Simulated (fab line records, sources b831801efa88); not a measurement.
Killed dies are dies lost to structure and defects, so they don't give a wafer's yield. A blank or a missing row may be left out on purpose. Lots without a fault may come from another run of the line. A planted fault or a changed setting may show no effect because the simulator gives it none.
Problem report in the 8D (eight disciplines) form, filled by code | flow gf180mcu | the parts of the form that need people (team, actions taken, sign-off) are left out

1. THE PROBLEM
heater_power_total_W at GF_V3_PEB_12 reads a mean of 86.33 W on 6 wafers of 2 lots; wafers without a fault read 85.69 W with a standard deviation of 0.082. That is +7.8 standard deviations from the usual mean.
The step: peb time 90 s.
First seen on wafer L534.1, day 28 11:21, on litho_track-01. The record holds 42 wafers of 14 lots with a number at this step. Rule for "out", or "out of limits": more than 4 standard deviations from the usual mean. The other wafers with a number count as sound.

2. WHAT IT IS AND WHAT IT IS NOT
question                    | is                                 | is not
which readings at this step | heater_power_total_W, plate_temp_C | -
which lots                  | L534, L537                         | L518, L519, L521, L522, L523, L524, L526, L528, L529, L530, L531, L532
which wafers of those lots  | all that have a number             | -
read on which tools         | litho_track-01                     | litho_track-02, litho_track-04
when                        | from day 28 11:21                  | up to then (36 sound wafers)

3. SUSPECTS, AND WHAT RULES EACH OUT
Counting: a tool at a process step up to the reading stays a suspect if it ran every lot that is out and no sound lot after the first of them.
- litho_track-01 at GF_V3_PEB_12 (peb time 90 s): kept. It ran every lot that is out, first L534 (day 28 11:21), and no sound lot after that; its last sound lot up to then is L531 (day 27 05:49). Its own readings are out on those wafers: heater_power_total_W, plate_temp_C.
Left after counting: litho_track-01 at GF_V3_PEB_12.

4. THE CAUSE (what the simulator had put in)
Process parameter drift: litho_track-01, from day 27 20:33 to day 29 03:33, at GF_V3_PEB_12. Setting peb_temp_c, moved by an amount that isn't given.
Counting left only this tool.

5. THE CHAIN OF EFFECTS, in route order
Each row: a reading whose mean over the struck wafers that have a number lies more than 3 standard deviations from the usual. Only readings for which the record gives a usual standard deviation are gone through. hours: the time from each lot's start at the first step in this table that gives one to its start at this step, as a median over the lots. sigmas: the change in usual standard deviations.
hours | step         | reading              | usual    | on struck wafers | change | sigmas
0     | GF_V3_PEB_12 | heater_power_total_W | 85.69 W  | 86.33            | +0.64  | +7.8
0     | GF_V3_PEB_12 | plate_temp_C         | 134.99 C | 135.99           | +1.00  | +6.7
The process steps in it:
- GF_V3_PEB_12: peb time 90 s.

6. WHAT WOULD HAVE CAUGHT IT SOONER
In this record the first reading out of limits was taken at day 28 11:21, 15 hours after the fault began at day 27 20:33.
